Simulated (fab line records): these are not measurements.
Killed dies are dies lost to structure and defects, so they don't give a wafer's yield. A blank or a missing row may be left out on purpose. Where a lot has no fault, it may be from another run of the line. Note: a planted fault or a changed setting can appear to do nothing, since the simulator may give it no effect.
fab line records	flow sky130
record lots=10	wafers=30	last-day=50
route steps=708 shown METAL1@436 PAD_OPEN@708
lots untouched by any fault: they come from a run of this same line in which no faults occurred
start-h: start of the lot's first displayed wafer, in hours after the record's first day	wait-h: how many hours have passed since the lot's step before this one	" unchanged from the row above	L1.1+2: a row that stands for several wafers	- no value, or no start given	* or withheld: withheld	< > ~ a bound
route shown NAME@n: a module of which the file shows steps, and the number in the route of the first	usual: mean/standard deviation taken from wafers without a fault	same: alike in all rows	chamber/n: place in a boat	sites: the reading at each site	_std_site: their standard deviation	_edge_site: the outer-site mean with the inner-site mean subtracted	radius-mm: for every site, how far away it sits from the centre of the wafer	mask NAME#n: copy n	behind: the last tool/chamber to shape the wafer	hold: the reason the lot was held/the length of the hold in hours/how it ended	device: the n, p or np transistor that did not switch	end of line: at the end of the route, the tests of the same wafers	step lacking rows: just its recipe	killed: count of dies lost to structure and defects at first sort (not the wafer's yield)	map: a wafer's dies, x killed, . not, _ none there
set.NAME: the setting the step ran with; set.NAME@STEP: the setting that earlier step ran with	model.NAME: the simulator's own value behind a step, which no gauge read
a sample of lots followed through the steps of the route, with each step as a table and each wafer as a row
services: a tool's chamber out of use, with start hour (start-h, from the record's first day; less than 0 if before it), hours out, and reason
## steps
# step SKY_METAL1_SPUTTER_02
# recipe material=AlCu	target-thk-nm=250	power-w=10600	time-s=13.3	chamber-pressure-pa=0.4
# usual chamber-pressure-pa=0.4001/0.00086	throttle-valve-pct=30.1/0.79
lot.wafer	tool	chamber	start-h	wait-h	chamber-pressure-pa	throttle-valve-pct
L818.1	pvd-sputter-04	-	771.23	0.0	0.3997	29.9
L818.4	"	-	"	"	0.4000	30.8
L818.6	"	-	"	"	0.4005	29.9
L822.1	pvd-sputter-04	-	784.22	0.0	0.4014	29.5
L822.2	"	-	"	"	0.3994	30.7
L822.3	"	-	"	"	0.3998	29.9
L823.2	pvd-sputter-02	-	794.35	0.0	0.4020	31.5
L823.4	"	-	"	"	0.4012	30.1
L823.6	"	-	"	"	0.4009	31.8
L826.1	pvd-sputter-04	-	805.04	0.0	0.3999	29.9
L826.3	"	-	"	"	0.4001	29.8
L826.6	"	-	"	"	0.4004	29.6
L830.3	pvd-sputter-01	-	835.83	0.0	0.3997	30.8
L830.5	"	-	"	"	0.4006	30.8
L830.6	"	-	"	"	0.3991	28.8
L831.1	pvd-sputter-04	-	840.14	0.0	0.4006	29.9
L831.2	"	-	"	"	0.4001	30.8
L831.4	"	-	"	"	0.4009	29.6
L832.2	pvd-sputter-04	-	852.75	0.0	0.3988	31.0
L832.3	"	-	"	"	0.4009	29.3
L832.6	"	-	"	"	0.4010	29.8
L833.1	pvd-sputter-04	-	853.74	0.0	0.3995	29.5
L833.4	"	-	"	"	0.3994	30.5
L833.5	"	-	"	"	0.3994	30.6
L835.2	pvd-sputter-02	-	866.39	0.0	0.3994	29.9
L835.3	"	-	"	"	0.4008	30.1
L835.5	"	-	"	"	0.4003	31.8
L837.2	pvd-sputter-02	-	885.96	0.0	0.4003	28.7
L837.5	"	-	"	"	0.4008	30.0
L837.6	"	-	"	"	0.3996	28.4
# step SKY_METAL1_SPUTTER_03
# recipe material=Ti	target-thk-nm=5	power-w=3000	time-s=3.3	chamber-pressure-pa=0.4
# usual chamber-pressure-pa=0.4000/0.00076	throttle-valve-pct=30.0/0.8
lot.wafer	tool	chamber	start-h	wait-h	chamber-pressure-pa	throttle-valve-pct
L818.1	pvd-sputter-04	-	771.25	0.0	0.3998	30.1
L818.4	"	-	"	"	0.4003	30.7
L818.6	"	-	"	"	0.4002	30.1
L822.1	pvd-sputter-04	-	784.24	0.0	0.4005	29.5
L822.2	"	-	"	"	0.3990	30.7
L822.3	"	-	"	"	0.3996	30.1
L823.2	pvd-sputter-02	-	794.37	0.0	0.4001	31.8
L823.4	"	-	"	"	0.4001	30.0
L823.6	"	-	"	"	0.4007	31.7
L826.1	pvd-sputter-04	-	805.06	0.0	0.4004	29.9
L826.3	"	-	"	"	0.4015	29.9
L826.6	"	-	"	"	0.4006	29.4
L830.3	pvd-sputter-01	-	835.85	0.0	0.4007	31.1
L830.5	"	-	"	"	0.4016	31.2
L830.6	"	-	"	"	0.4001	28.6
L831.1	pvd-sputter-04	-	840.17	0.0	0.3993	29.7
L831.2	"	-	"	"	0.3992	30.6
L831.4	"	-	"	"	0.4001	29.7
L832.2	pvd-sputter-04	-	852.78	0.0	0.3998	30.7
L832.3	"	-	"	"	0.4001	29.2
L832.6	"	-	"	"	0.3987	29.7
L833.1	pvd-sputter-04	-	853.76	0.0	0.4002	29.4
L833.4	"	-	"	"	0.3999	30.3
L833.5	"	-	"	"	0.3985	30.5
L835.2	pvd-sputter-02	-	866.42	0.0	0.4008	30.1
L835.3	"	-	"	"	0.3998	30.1
L835.5	"	-	"	"	0.4000	31.5
L837.2	pvd-sputter-02	-	885.99	0.0	0.4001	28.5
L837.5	"	-	"	"	0.4002	29.9
L837.6	"	-	"	"	0.3995	28.5
# step SKY_METAL1_RS_MEAS_05
# recipe thk-meas-gauge=four-point-probe	reads=TiN_of_METAL1_SPUTTER_04+Ti_of_METAL1_SPUTTER_03+AlCu_of_METAL1_SPUTTER_02+TiN_of_METAL1_SPUTTER_01+Ti_of_METAL1_SPUTTER_00
# usual METAL1_ALCU_RS=0.1272/0.0016
lot.wafer	tool	chamber	start-h	wait-h	METAL1_ALCU_RS[ohm/sq]
L818.1	film-metro-04	-	771.32	0.0	0.1280
L818.4	"	-	"	"	0.1263
L818.6	"	-	"	"	0.1284
L822.1	film-metro-01	-	784.31	0.0	0.1287
L822.2	"	-	"	"	0.1269
L822.3	"	-	"	"	0.1276
L823.2	film-metro-01	-	794.46	0.0	0.1258
L823.4	"	-	"	"	0.1281
L823.6	"	-	"	"	0.1254
L826.1	film-metro-02	-	805.13	0.0	0.1259
L826.3	"	-	"	"	0.1263
L826.6	"	-	"	"	0.1264
L830.3	film-metro-04	-	835.96	0.1	0.1262
L830.5	"	-	"	"	0.1257
L830.6	"	-	"	"	0.1274
L831.1	film-metro-04	-	840.24	0.0	0.1288
L831.2	"	-	"	"	0.1261
L831.4	"	-	"	"	0.1098
L832.2	film-metro-04	-	852.87	0.0	0.1268
L832.3	"	-	"	"	0.1108
L832.6	"	-	"	"	0.1288
L833.1	film-metro-02	-	853.83	0.0	0.1097
L833.4	"	-	"	"	0.1278
L833.5	"	-	"	"	0.1264
L835.2	film-metro-02	-	866.51	0.0	0.1253
L835.3	"	-	"	"	0.1248
L835.5	"	-	"	"	0.1237
L837.2	film-metro-04	-	886.08	0.0	0.1277
L837.5	"	-	"	"	0.1273
L837.6	"	-	"	"	0.1283
# step SKY_METAL1_THK_MEAS_06
# recipe thk-meas-gauge=xrf	reads=AlCu_of_METAL1_SPUTTER_02
# usual METAL1_ALCU_THK=252/3.3
lot.wafer	tool	chamber	start-h	wait-h	METAL1_ALCU_THK[nm]
L818.1	film-metro-04	-	771.44	0.1	250
L818.4	"	-	"	"	253
L818.6	"	-	"	"	250
L822.1	film-metro-01	-	784.43	0.1	247
L822.2	"	-	"	"	250
L822.3	"	-	"	"	250
L823.2	film-metro-01	-	794.57	0.1	255
L823.4	"	-	"	"	250
L823.6	"	-	"	"	255
L826.1	film-metro-02	-	805.25	0.1	256
L826.3	"	-	"	"	254
L826.6	"	-	"	"	253
L830.3	film-metro-04	-	836.06	0.1	256
L830.5	"	-	"	"	255
L830.6	"	-	"	"	253
L831.1	film-metro-04	-	840.36	0.1	249
L831.2	"	-	"	"	255
L831.4	"	-	"	"	293
L832.2	film-metro-04	-	852.98	0.1	254
L832.3	"	-	"	"	292
L832.6	"	-	"	"	251
L833.1	film-metro-02	-	853.95	0.1	288
L833.4	"	-	"	"	249
L833.5	"	-	"	"	253
L835.2	film-metro-02	-	866.62	0.1	257
L835.3	"	-	"	"	258
L835.5	"	-	"	"	258
L837.2	film-metro-04	-	886.19	0.1	252
L837.5	"	-	"	"	252
L837.6	"	-	"	"	252
# step SKY_METAL1_OVL_MEAS_16
# usual METAL1_OVL=-1/6.4
lot.wafer	tool	chamber	start-h	wait-h	METAL1_OVL[nm]
L818.1	overlay-02	-	798.03	0.1	13
L818.4	"	-	"	"	-4
L818.6	"	-	"	"	5
L822.1	overlay-01	-	811.21	0.1	3
L822.2	"	-	"	"	-3
L822.3	"	-	"	"	6
L823.2	overlay-01	-	820.82	0.1	-4
L823.4	"	-	"	"	-3
L823.6	"	-	"	"	-4
L826.1	overlay-01	-	832.31	0.1	-3
L826.3	"	-	"	"	-5
L826.6	"	-	"	"	3
L830.3	overlay-01	-	862.90	0.1	-7
L830.5	"	-	"	"	-9
L830.6	"	-	"	"	0
L831.1	overlay-01	-	867.30	0.1	7
L831.2	"	-	"	"	7
L831.4	"	-	"	"	11
L832.2	overlay-02	-	880.17	0.1	3
L832.3	"	-	"	"	-1
L832.6	"	-	"	"	-4
L833.1	overlay-02	-	881.44	0.1	-14
L833.4	"	-	"	"	-6
L833.5	"	-	"	"	-9
L835.2	overlay-02	-	892.94	0.1	2
L835.3	"	-	"	"	0
L835.5	"	-	"	"	1
L837.2	overlay-02	-	911.32	0.1	2
L837.5	"	-	"	"	0
L837.6	"	-	"	"	4
# step SKY_METAL1_ETCH_18
# recipe chemistry=N2/H2	target=BARC	ion-energy-ev=200	bias-w=100	pressure-mtorr=30	n2-flow-sccm=100	h2-flow-sccm=200	icp-w=500	stop-on=SiO2	time-s=45.9	target-depth-a=600
# usual drypump-motor-current-A=5.83/0.29	oes-product-au=0.855/0.0047	rf-fwd-power-W=494.1/1.7	throttle-valve-pct=13.226/0.0089
lot.wafer	tool	chamber	start-h	wait-h	drypump-motor-current-A	oes-product-au	rf-fwd-power-W	rf-hours-counter-h	throttle-valve-pct
L818.1	rie-metal-01	1	798.10	0.0	6.01	0.860	494.4	6	13.223
L818.4	"	1	"	"	6.02	0.860	494.5	-	13.230
L818.6	"	1	"	"	6.01	0.857	492.0	-	13.211
L822.1	rie-metal-02	1	811.28	0.0	5.60	0.858	496.2	13	13.226
L822.2	"	0	"	"	6.32	0.853	496.0	1	13.221
L822.3	"	0	"	"	6.32	0.847	493.9	-	13.218
L823.2	rie-metal-01	1	820.88	0.0	6.04	0.863	494.6	7	13.216
L823.4	"	1	"	"	6.04	0.857	493.0	-	13.214
L823.6	"	1	"	"	6.04	0.848	493.2	-	13.220
L826.1	rie-metal-04	0	832.38	0.0	5.68	0.861	492.1	16	13.217
L826.3	"	1	"	"	5.72	0.855	493.7	-	13.217
L826.6	"	1	"	"	5.72	0.852	492.2	-	13.229
L830.3	rie-metal-01	1	863.03	0.1	6.03	0.849	495.6	-	13.234
L830.5	"	1	"	"	6.04	0.850	494.2	-	13.228
L830.6	"	1	"	"	6.04	0.861	494.2	-	13.212
L831.1	rie-metal-02	1	867.40	0.0	5.57	0.859	497.5	14	13.224
L831.2	"	0	"	"	6.31	0.858	494.9	3	13.219
L831.4	"	1	"	"	5.57	0.855	498.3	-	13.230
L832.2	rie-metal-02	0	880.23	0.0	6.30	0.856	491.1	3	13.207
L832.3	"	0	"	"	6.30	0.851	492.4	-	13.234
L832.6	"	1	"	"	5.58	0.857	497.1	-	13.218
L833.1	rie-metal-02	0	881.50	0.0	6.29	0.864	494.6	3	13.222
L833.4	"	0	"	"	6.29	0.854	498.6	-	13.236
L833.5	"	0	"	"	6.30	0.860	495.8	-	13.217
L835.2	rie-metal-01	1	893.00	0.0	6.05	0.853	495.9	11	13.221
L835.3	"	1	"	"	6.03	0.852	496.4	-	13.224
L835.5	"	1	"	"	6.03	0.850	494.0	-	13.230
L837.2	rie-metal-01	0	911.38	0.0	5.48	0.854	493.8	1	13.225
L837.5	"	1	"	"	6.04	0.861	491.0	-	13.225
L837.6	"	0	"	"	5.45	0.858	492.7	-	13.236
# step SKY_PAD_OPEN_PROBE_99
# usual defect-limited-yield=82.1/1.9	killed_at_M0_to_M3=44/6.6	killed_at_M4_up=3.0/1.9	killed-at-contacts=24/5.1	killed-at-front-end=16/4.6	killed-at-other=0.3/0.59	killed-dies=88/9.5	killed-on-rim=17/3.7	killed-open=48/6.7	killed-short=40/6.1	sort_bin_3_pad_short=0.9/0.43	sort_bin_5_function=10.7/1.6	sort_bin_6_memory=6.3/1.1	sort-n-pass=404/9.5	sort-yield-pct=82.1/1.9
# same gross-dies=492	killed-at-back-side=0	sort_bin_4_leakage[%]=0	sort_bin_8_speed[%]=0
lot.wafer	tool	chamber	start-h	wait-h	defect-limited-yield[%]	killed_at_M0_to_M3	killed_at_M4_up	killed-at-contacts	killed-at-front-end	killed-at-other	killed-dies	killed-on-rim	killed-open	killed-short	sort_bin_3_pad_short[%]	sort_bin_5_function[%]	sort_bin_6_memory[%]	sort-n-pass	sort-yield-pct[%]
L818.1	prober-02	-	1102.47	0.1	81.5	42	5	25	19	0	91	24	57	34	0.4	10.8	7.3	401	81.5
L818.4	prober-02	-	1102.62	0.2	83.7	38	1	25	16	0	80	16	44	36	0.4	9.3	6.5	412	83.7
L818.6	prober-02	-	1102.72	0.2	83.5	46	3	19	13	0	81	17	41	40	0.8	10.8	4.9	411	83.5
L822.1	prober-01	-	1115.73	0.1	83.3	47	0	19	16	0	82	20	49	33	0.8	10.2	5.7	410	83.3
L822.2	prober-01	-	1115.78	0.1	81.1	45	2	25	21	0	93	16	51	42	1.0	11.6	6.3	399	81.1
L822.3	prober-01	-	1115.83	0.2	78.7	62	7	28	8	0	105	22	56	49	1.0	13.4	6.9	387	78.7
L823.2	prober-02	-	1119.55	0.1	78.9	51	4	26	23	0	104	18	62	42	1.0	12.6	7.5	388	78.9
L823.4	prober-02	-	1119.65	0.2	77.0	39	4	31	39	0	113	21	64	49	1.4	13.2	8.3	379	77.0
L823.6	prober-02	-	1119.75	0.2	79.9	49	5	25	20	0	99	20	49	50	0.6	14.4	5.1	393	79.9
L826.1	prober-01	-	1134.10	0.1	82.3	47	0	19	19	2	87	14	45	41	0.4	11.2	6.1	405	82.3
L826.3	prober-01	-	1134.20	0.2	78.0	59	2	27	19	1	108	17	53	54	0.8	13.4	7.7	384	78.0
L826.6	prober-01	-	1134.35	0.2	79.7	49	3	27	20	1	100	22	50	49	1.0	12.4	6.9	392	79.7
L830.3	prober-01	-	1155.25	0.2	82.3	40	5	22	19	1	87	16	55	31	0.6	11.0	6.1	405	82.3
L830.5	prober-01	-	1155.35	0.2	86.2	34	3	20	11	0	68	12	37	31	0.8	7.9	5.1	424	86.2
L830.6	prober-01	-	1155.40	0.2	83.3	38	2	27	15	0	82	12	45	37	1.4	8.9	6.3	410	83.3
L831.1	prober-02	-	1158.35	0.1	85.4	39	0	24	9	0	72	14	41	31	1.2	8.5	4.9	420	85.4
L831.2	prober-02	-	1158.40	0.1	82.7	40	1	29	15	0	85	18	51	34	0.6	10.2	6.5	407	82.7
L831.4	prober-02	-	1158.50	0.2	81.5	49	3	18	21	0	91	15	53	38	0.8	11.4	6.3	401	81.5
L832.2	prober-01	-	1163.17	0.1	80.7	43	1	31	20	0	95	14	54	40	1.0	11.8	6.5	397	80.7
L832.3	prober-01	-	1163.22	0.2	82.9	43	4	19	17	1	84	17	43	41	1.4	10.4	5.3	408	82.9
L832.6	prober-01	-	1163.37	0.2	83.1	40	6	22	12	3	83	17	31	48	1.0	6.9	8.9	409	83.1
L833.1	prober-02	-	1167.76	0.1	85.0	37	4	16	17	0	74	13	38	36	0.6	7.9	6.5	418	85.0
L833.4	prober-02	-	1167.91	0.2	81.1	54	6	15	18	0	93	22	51	41	1.0	12.0	5.9	399	81.1
L833.5	prober-02	-	1167.96	0.2	83.1	41	3	23	15	1	83	13	40	43	1.8	8.5	6.5	409	83.1
L835.2	prober-01	-	1175.57	0.1	85.6	33	3	22	13	0	71	17	40	31	0.6	8.3	5.5	421	85.6
L835.3	prober-01	-	1175.62	0.2	82.1	44	2	16	26	0	88	22	47	41	1.8	10.0	6.1	404	82.1
L835.5	prober-01	-	1175.72	0.2	82.9	46	0	23	15	0	84	20	53	31	1.0	10.6	5.5	408	82.9
L837.2	prober-02	-	1188.48	0.1	81.5	43	4	28	16	0	91	20	57	31	0.6	11.0	6.9	401	81.5
L837.5	prober-02	-	1188.63	0.2	82.9	45	2	28	9	0	84	22	43	41	1.2	10.6	5.3	408	82.9
L837.6	prober-02	-	1188.68	0.2	83.9	39	2	22	16	0	79	13	38	41	0.6	9.8	5.7	413	83.9
# killed by level:class
L818.1 VIA2:geometric-particle:open=12 VIA1:geometric-particle:open=11 LI_CONTACT:geometric-particle:open=8 CONTACT:geometric-particle:open=7 FIELD_ISO:geometric-particle:open=6 METAL4:geometric-particle:short=5 FIELD_ISO:geometric-particle:short=4 CONTACT:geometric-particle:short=4
L818.4 LI_CONTACT:geometric-particle:open=9 VIA1:geometric-particle:open=8 VIA2:geometric-particle:open=7 VIA3:geometric-particle:open=7 FIELD_ISO:geometric-particle:short=6 CONTACT:geometric-particle:open=6 METAL1:geometric-particle:short=5 LOCAL_INTERCONNECT:geometric-particle:short=4
L818.6 VIA1:geometric-particle:open=11 CONTACT:geometric-particle:open=9 VIA1:geometric-particle:short=7 VIA2:geometric-particle:short=7 VIA3:geometric-particle:open=6 CONTACT:geometric-particle:short=5 METAL2:geometric-particle:short=5 POLY_GATE:geometric-particle:short=4
L822.1 VIA1:geometric-particle:open=15 FIELD_ISO:geometric-particle:open=8 CONTACT:geometric-particle:open=7 VIA1:geometric-particle:short=6 METAL1:geometric-particle:short=6 VIA3:geometric-particle:open=5 LI_CONTACT:geometric-particle:open=4 VIA2:geometric-particle:open=4
L822.2 CONTACT:geometric-particle:open=10 VIA2:geometric-particle:open=9 VIA1:geometric-particle:open=9 FIELD_ISO:geometric-particle:open=7 FIELD_ISO:geometric-particle:short=6 LI_CONTACT:geometric-particle:open=6 CONTACT:geometric-particle:short=5 METAL1:geometric-particle:short=5
L822.3 CONTACT:geometric-particle:open=14 VIA1:geometric-particle:open=12 VIA3:geometric-particle:open=8 METAL2:geometric-particle:short=7 METAL1:geometric-particle:short=6 VIA3:geometric-particle:short=6 METAL4:geometric-particle:short=6 LI_CONTACT:geometric-particle:open=5
L823.2 VIA1:geometric-particle:open=14 CONTACT:geometric-particle:open=13 VIA3:geometric-particle:open=8 POLY_GATE:geometric-particle:open=6 LI_CONTACT:geometric-particle:open=6 VIA2:geometric-particle:open=6 FIELD_ISO:geometric-particle:short=5 POLY_GATE:geometric-particle:short=5
L823.4 FIELD_ISO:geometric-particle:short=15 LI_CONTACT:geometric-particle:open=11 FIELD_ISO:geometric-particle:open=10 VIA3:geometric-particle:open=10 VIA1:geometric-particle:open=10 LOCAL_INTERCONNECT:geometric-particle:short=9 POLY_GATE:geometric-particle:short=7 VIA2:geometric-particle:open=7
L823.6 VIA3:geometric-particle:open=13 VIA2:geometric-particle:open=10 FIELD_ISO:geometric-particle:short=7 CONTACT:geometric-particle:short=7 LOCAL_INTERCONNECT:geometric-particle:short=7 VIA1:geometric-particle:open=6 FIELD_ISO:geometric-particle:open=5 LI_CONTACT:geometric-particle:open=5
L826.1 VIA1:geometric-particle:open=16 POLY_GATE:geometric-particle:open=6 METAL2:geometric-particle:short=6 VIA2:geometric-particle:open=6 POLY_GATE:geometric-particle:short=5 LI_CONTACT:geometric-particle:open=5 LOCAL_INTERCONNECT:geometric-particle:short=5 FIELD_ISO:geometric-particle:short=4
L826.3 METAL2:geometric-particle:short=12 VIA1:geometric-particle:open=11 CONTACT:geometric-particle:open=10 METAL1:geometric-particle:short=9 VIA3:geometric-particle:open=8 LOCAL_INTERCONNECT:geometric-particle:short=7 FIELD_ISO:geometric-particle:open=6 LI_CONTACT:geometric-particle:open=5
L826.6 VIA1:geometric-particle:open=12 LI_CONTACT:geometric-particle:open=8 VIA1:geometric-particle:short=8 CONTACT:geometric-particle:short=7 VIA3:geometric-particle:open=7 METAL2:geometric-particle:short=6 VIA2:geometric-particle:open=6 POLY_GATE:geometric-particle:short=5
L830.3 VIA3:geometric-particle:open=13 CONTACT:geometric-particle:open=7 FIELD_ISO:geometric-particle:open=6 LI_CONTACT:geometric-particle:open=6 VIA1:geometric-particle:open=6 FIELD_ISO:geometric-particle:short=5 METAL2:geometric-particle:short=5 CONTACT:geometric-particle:short=4
L830.5 VIA1:geometric-particle:open=8 LOCAL_INTERCONNECT:geometric-particle:short=7 VIA2:geometric-particle:open=6 POLY_GATE:geometric-particle:short=5 CONTACT:geometric-particle:open=5 METAL1:geometric-particle:short=4 METAL2:geometric-particle:short=4 FIELD_ISO:geometric-particle:open=3
L830.6 CONTACT:geometric-particle:open=9 VIA1:geometric-particle:open=7 LOCAL_INTERCONNECT:geometric-particle:short=7 CONTACT:geometric-particle:short=6 FIELD_ISO:geometric-particle:open=5 METAL2:geometric-particle:short=5 VIA2:geometric-particle:short=5 VIA2:geometric-particle:open=4
L831.1 CONTACT:geometric-particle:open=9 VIA1:geometric-particle:open=9 LI_CONTACT:geometric-particle:open=6 VIA2:geometric-particle:open=6 METAL1:geometric-particle:short=5 CONTACT:geometric-particle:short=5 POLY_GATE:geometric-particle:open=4 LOCAL_INTERCONNECT:geometric-particle:short=4
L831.2 CONTACT:geometric-particle:open=15 VIA1:geometric-particle:open=14 LI_CONTACT:geometric-particle:open=6 METAL2:geometric-particle:short=6 FIELD_ISO:geometric-particle:short=5 VIA3:geometric-particle:short=5 FIELD_ISO:geometric-particle:open=4 LOCAL_INTERCONNECT:geometric-particle:short=4
L831.4 VIA1:geometric-particle:open=17 VIA2:geometric-particle:open=8 POLY_GATE:geometric-particle:short=7 LI_CONTACT:geometric-particle:open=6 VIA1:geometric-particle:short=6 POLY_GATE:geometric-particle:open=5 CONTACT:geometric-particle:open=5 VIA3:geometric-particle:open=5
L832.2 VIA1:geometric-particle:open=12 CONTACT:geometric-particle:open=11 LI_CONTACT:geometric-particle:open=8 POLY_GATE:geometric-particle:short=6 VIA2:geometric-particle:open=6 VIA3:geometric-particle:open=5 LOCAL_INTERCONNECT:geometric-particle:short=4 CONTACT:geometric-particle:short=4
L832.3 VIA1:geometric-particle:open=15 VIA3:geometric-particle:open=7 FIELD_ISO:geometric-particle:open=5 METAL2:geometric-particle:short=5 LI_CONTACT:geometric-particle:open=5 VIA1:geometric-particle:short=5 VIA3:geometric-particle:short=5 FIELD_ISO:geometric-particle:short=4
L832.6 METAL2:geometric-particle:short=9 LOCAL_INTERCONNECT:geometric-particle:short=7 VIA2:geometric-particle:open=7 METAL4:geometric-particle:short=6 LI_CONTACT:geometric-particle:open=6 METAL1:geometric-particle:short=6 CONTACT:geometric-particle:open=5 VIA1:geometric-particle:short=5
L833.1 VIA2:geometric-particle:open=7 CONTACT:geometric-particle:open=6 VIA1:geometric-particle:open=6 CONTACT:geometric-particle:short=5 POLY_GATE:geometric-particle:short=4 POLY_GATE:geometric-particle:open=4 VIA2:geometric-particle:short=4 FIELD_ISO:geometric-particle:short=3
L833.4 VIA1:geometric-particle:open=13 CONTACT:geometric-particle:open=7 METAL1:geometric-particle:short=7 METAL2:geometric-particle:short=7 VIA2:geometric-particle:open=7 VIA3:geometric-particle:open=6 FIELD_ISO:geometric-particle:open=5 POLY_GATE:geometric-particle:open=5
L833.5 CONTACT:geometric-particle:open=9 VIA1:geometric-particle:open=9 VIA2:geometric-particle:open=7 POLY_GATE:geometric-particle:short=6 CONTACT:geometric-particle:short=6 VIA1:geometric-particle:short=6 POLY_GATE:geometric-particle:open=5 METAL2:geometric-particle:short=5
L835.2 VIA1:geometric-particle:open=11 CONTACT:geometric-particle:open=10 VIA2:geometric-particle:open=6 METAL1:geometric-particle:short=6 METAL2:geometric-particle:short=5 POLY_GATE:geometric-particle:short=4 CONTACT:geometric-particle:short=4 FIELD_ISO:geometric-particle:open=3
L835.3 CONTACT:geometric-particle:open=11 FIELD_ISO:geometric-particle:open=10 VIA1:geometric-particle:open=8 METAL1:geometric-particle:short=7 POLY_GATE:geometric-particle:open=7 VIA1:geometric-particle:short=7 METAL2:geometric-particle:short=6 FIELD_ISO:geometric-particle:short=5
L835.5 VIA1:geometric-particle:open=12 CONTACT:geometric-particle:open=8 VIA2:geometric-particle:open=8 LI_CONTACT:geometric-particle:open=7 VIA1:geometric-particle:short=5 FIELD_ISO:geometric-particle:open=4 FIELD_ISO:geometric-particle:short=4 METAL1:geometric-particle:short=4
L837.2 LI_CONTACT:geometric-particle:open=15 VIA1:geometric-particle:open=13 CONTACT:geometric-particle:open=8 VIA2:geometric-particle:open=8 VIA1:geometric-particle:short=5 FIELD_ISO:geometric-particle:short=4 VIA2:geometric-particle:short=4 POLY_GATE:geometric-particle:open=3
L837.5 VIA1:geometric-particle:open=10 CONTACT:geometric-particle:short=9 VIA3:geometric-particle:short=8 CONTACT:geometric-particle:open=8 VIA3:geometric-particle:open=8 VIA1:geometric-particle:short=6 LI_CONTACT:geometric-particle:open=5 METAL2:geometric-particle:short=5
L837.6 VIA2:geometric-particle:open=9 METAL2:geometric-particle:short=5 POLY_GATE:geometric-particle:open=5 LI_CONTACT:geometric-particle:open=5 CONTACT:geometric-particle:open=5 VIA1:geometric-particle:open=5 VIA3:geometric-particle:open=5 LI_CONTACT:geometric-particle:short=4
## services
tool	chamber	start-h	hours	kind
rie-metal-04	-	796.12	2.8	pm
pvd-sputter-04	3	797.33	-	consumable-replace:kit
pvd-sputter-04	3	797.33	18.0	scheduled-down
pvd-sputter-04	3	797.33	18.0	vent-cycle
pvd-sputter-04	-	797.40	4.7	repair
pvd-sputter-02	-	804.39	12.3	repair
rie-metal-04	1	805.43	3.9	repair
rie-metal-02	-	823.21	28.1	pm
rie-metal-04	0	835.86	-	clean
rie-metal-04	0	835.86	14.4	scheduled-down
rie-metal-04	0	835.86	14.4	vent-cycle
rie-metal-01	0	845.67	-	clean
rie-metal-01	0	845.67	27.9	scheduled-down
rie-metal-01	0	845.67	27.9	vent-cycle
pvd-sputter-01	2	853.03	-	consumable-replace:kit
pvd-sputter-01	2	853.03	18.0	scheduled-down
pvd-sputter-01	2	853.03	18.0	vent-cycle
rie-metal-01	-	863.29	14.6	pm
rie-metal-02	-	868.90	0.4	repair
rie-metal-01	-	877.89	2.8	pm
pvd-sputter-02	-	890.29	4.2	repair
pvd-sputter-01	-	893.72	3.4	repair
## key
first-sign step=SKY_METAL1_RS_MEAS_05	reading=METAL1_ALCU_RS	direction=down	sigmas=10	usual=0.1272	struck=0.1101
effect step=SKY_METAL1_THK_MEAS_06	reading=METAL1_ALCU_THK	direction=up	sigmas=12	usual=252	struck=291
met-at SKY_METAL1_SPUTTER_02
struck-lots L831,L832,L833
struck-wafers L831.4,L832.3,L833.1
not-acting-at SKY_METAL1_SPUTTER_03,SKY_METAL1_OVL_MEAS_16,SKY_METAL1_ETCH_18
onset-between 805.04 840.14
fault kind=process-parameter-drift	tool=pvd-sputter-04	chamber=-	onset-h=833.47	steps=SKY_METAL1_SPUTTER_02	channel=time-s	offset=*	shape=step	end-h=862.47	acts-in=*	stated=*	scope=struck-wafers-only
